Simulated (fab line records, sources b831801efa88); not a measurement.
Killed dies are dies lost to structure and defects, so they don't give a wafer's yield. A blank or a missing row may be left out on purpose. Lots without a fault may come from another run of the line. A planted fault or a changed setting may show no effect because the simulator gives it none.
A struck lot beside a sound one | flow sky130 | 35 steps out of a route of 708
Sound: wafers L139.1, L139.3, L139.6. Struck: wafers L128.3, L128.4, L128.6. The cause comes at the end.
At each step with rows: each side's tool, then ch and its chambers, then its first start. Under that, the readings that differ: sound wafers | struck wafers | difference of the means | sigmas: that difference in standard deviations of wafers without a fault.
alike: readings whose means differ by less than 2 such deviations, and words and numbers that are the same on both sides. not compared: withheld readings, readings that some wafer has no value for, bounds like >300 that may hide the same value, and numbers for which the record gives no deviation and whose values overlap.
The two part at a step that has a row with sigmas, a row that says differs or no value, or rows on one side only. Numbers that don't overlap but have no deviation are shown without sigmas and don't part them. A reading that every wafer of one side lacks parts them only if that side has two wafers or more.

first, 10 steps without rows for these wafers: SKY_GATE_OXIDE_COAT_05 (resist thk 1140 nm); SKY_GATE_OXIDE_SOFTBAKE_06 (time 60 s); SKY_GATE_OXIDE_EXPOSE_07 (exposes mask LVOM, target cd 600 nm); SKY_GATE_OXIDE_PEB_08; SKY_GATE_OXIDE_DEVELOP_09 (develop time 60 s); SKY_GATE_OXIDE_IMPLANT_11; SKY_GATE_OXIDE_WET_ETCH_12 (etches SiO2 in dHF, target depth 16.8 nm, time 336 s); SKY_GATE_OXIDE_STRIP_13 (strips in O2/N2); SKY_GATE_OXIDE_CLEAN_15 (cleans in SC1/SC2, time 150 s); SKY_GATE_OXIDE_OXIDATION_16 (stabilise 600 s, purge 300 s, target thk 3.57 nm).
SKY_POLY_GATE_CVD_00: deposits poly-Si, target thk 180 nm, time 720 s.
  sound on lpcvd-01 ch 0, day 22 13:31; struck on lpcvd-01 ch 0, day 18 00:08
  reading                                       | sound             | struck            | difference | sigmas
  model.poly-Si_of_POLY_GATE_CVD_00.thk_nm (nm) | 181.3 179.9 181.3 | 113.8 116.2 115.2 | -65.8      |
SKY_POLY_GATE_THK_MEAS_01:
  sound on film_metro-01, day 22 14:43; struck on film_metro-01, day 18 01:35
  reading                   | sound             | struck            | difference | sigmas
  POLY_GATE_CVD_00_THK (nm) | 181.3 179.9 181.1 | 113.7 116.3 115.3 | -65.7      | -35
  not compared: hold
then, 8 steps without rows for these wafers: SKY_RES_PROTECT_HMDS_01 (prime time 60 s); SKY_RES_PROTECT_COAT_02 (resist thk 1140 nm); SKY_RES_PROTECT_SOFTBAKE_03 (time 60 s); SKY_RES_PROTECT_EXPOSE_04 (exposes mask RPM, target cd 1270 nm); SKY_RES_PROTECT_PEB_05; SKY_RES_PROTECT_DEVELOP_06 (develop time 60 s); SKY_POLY_GATE_IMPLANT_02; SKY_RES_PROTECT_STRIP_07 (strips in O2/N2).
SKY_RES_PROTECT_CLEAN_09: cleans in SC1/SC2, time 150 s.
  sound on wet_bench-02 ch 1, day 23 21:14; struck on wet_bench-02 ch 0, day 19 07:32
  reading                                       | sound             | struck            | difference | sigmas
  model.poly-Si_of_POLY_GATE_CVD_00.thk_nm (nm) | 180.7 179.3 180.7 | 113.1 115.6 114.6 | -65.8      |
then, 11 steps without rows for these wafers: SKY_POLY_GATE_CVD_03 (deposits Si3N4 from DCS/NH3, target thk 75 nm, time 1290 s); SKY_POLY_GATE_DEHYDRATE_05 (time 60 s); SKY_POLY_GATE_HMDS_06 (prime time 60 s); SKY_POLY_GATE_COAT_07 (resist thk 110 nm); SKY_POLY_GATE_COAT_08 (resist thk 450 nm); SKY_POLY_GATE_SOFTBAKE_09 (time 90 s); SKY_POLY_GATE_EXPOSE_10 (exposes mask P1M, target cd 150 nm); SKY_POLY_GATE_PEB_11; SKY_POLY_GATE_DEVELOP_12 (develop time 60 s); SKY_POLY_GATE_ETCH_15 (etches BARC in N2/H2, stops on SiO2, time 118.5 s, target depth 110 nm); SKY_POLY_GATE_ETCH_16 (etches Si3N4 in CH3F/O2, stops on poly-Si, time 147.5 s, target depth 75 nm).
SKY_POLY_GATE_ETCH_17: etches poly-Si in HBr/Cl2, stops on SiO2, target depth 180 nm, time 70.5 s.
  sound on rie_si-02 ch 0,1,2, day 25 04:40; struck on rie_si-01 ch 1,3, day 20 15:58
  reading                               | sound             | struck            | difference | sigmas
  oes_product_au (a.u.)                 | 0.993 0.977 1.001 | 0.726 0.739 0.734 | -0.257     | -34
  model.POLY_GATE.feature_depth_nm (nm) | 179.1 177.8 180.7 | 113.1 115.6 114.6 | -64.8      |
  model.etch.depth_nm (nm)              | 179.1 177.8 180.7 | 113.1 115.6 114.6 | -64.8      |
  alike: chamber_pressure_mTorr, drypump_motor_current_A, mfc_cl2_sccm, throttle_valve_pct
  not compared: rf_hours_counter_h
then, 1 step without rows for these wafers: SKY_POLY_GATE_STRIP_18 (strips in O2/N2).
-- the record jumps here: 28 days lie between the struck wafers' starts before and after (it left off in module POLY_GATE and takes up again in module PAD_OPEN, whose first step shown is number 708 of the route) --
SKY_PAD_OPEN_PROBE_99:
  sound on prober-01, day 51 02:56; struck on prober-01, day 48 15:31
  reading                             | sound             | struck            | difference | sigmas
  model.etest.res_high_po.line_ohm_um | 713.4 714.6 729.4 | 1049 1060 1060    | +337       |
  model.etest.res_poly.line_ohm_um    | 491.2 497.3 490.1 | 769.3 767.1 782.8 | +280.2     |
  model.etest.tip_sonos.rs_ohm_sq     | 2665 2708 2620    | 2572 2582 2616    | -74        |
  model.etest.res_high_po.rs_ohm_sq   | 250.2 250.3 256.4 | 362.7 367.9 368.5 | +114.1     |
  model.etest.pfet_01v8.r_on_ohm_um   | 2869 2852 2884    | 3155 3059 3101    | +237       |
  model.etest.licon_high_po.rc_ohm    | 340.3 337.9 344.7 | 320 317.9 313.3   | -24        |
  alike: killed_at_M0_to_M3, killed_at_M4_up, killed_at_contacts, killed_at_front_end, killed_at_other, killed_dies, killed_open, killed_short
  not compared: model.etest.res_xhigh_po.line_ohm_um, model.etest.res_xhigh_po.rs_ohm_sq

WHERE THEY PART
First at SKY_POLY_GATE_THK_MEAS_01; last, within this record, at SKY_POLY_GATE_ETCH_17. Later steps at which nothing parts them and some readings are alike: SKY_PAD_OPEN_PROBE_99.

WHY: what the simulator had put in
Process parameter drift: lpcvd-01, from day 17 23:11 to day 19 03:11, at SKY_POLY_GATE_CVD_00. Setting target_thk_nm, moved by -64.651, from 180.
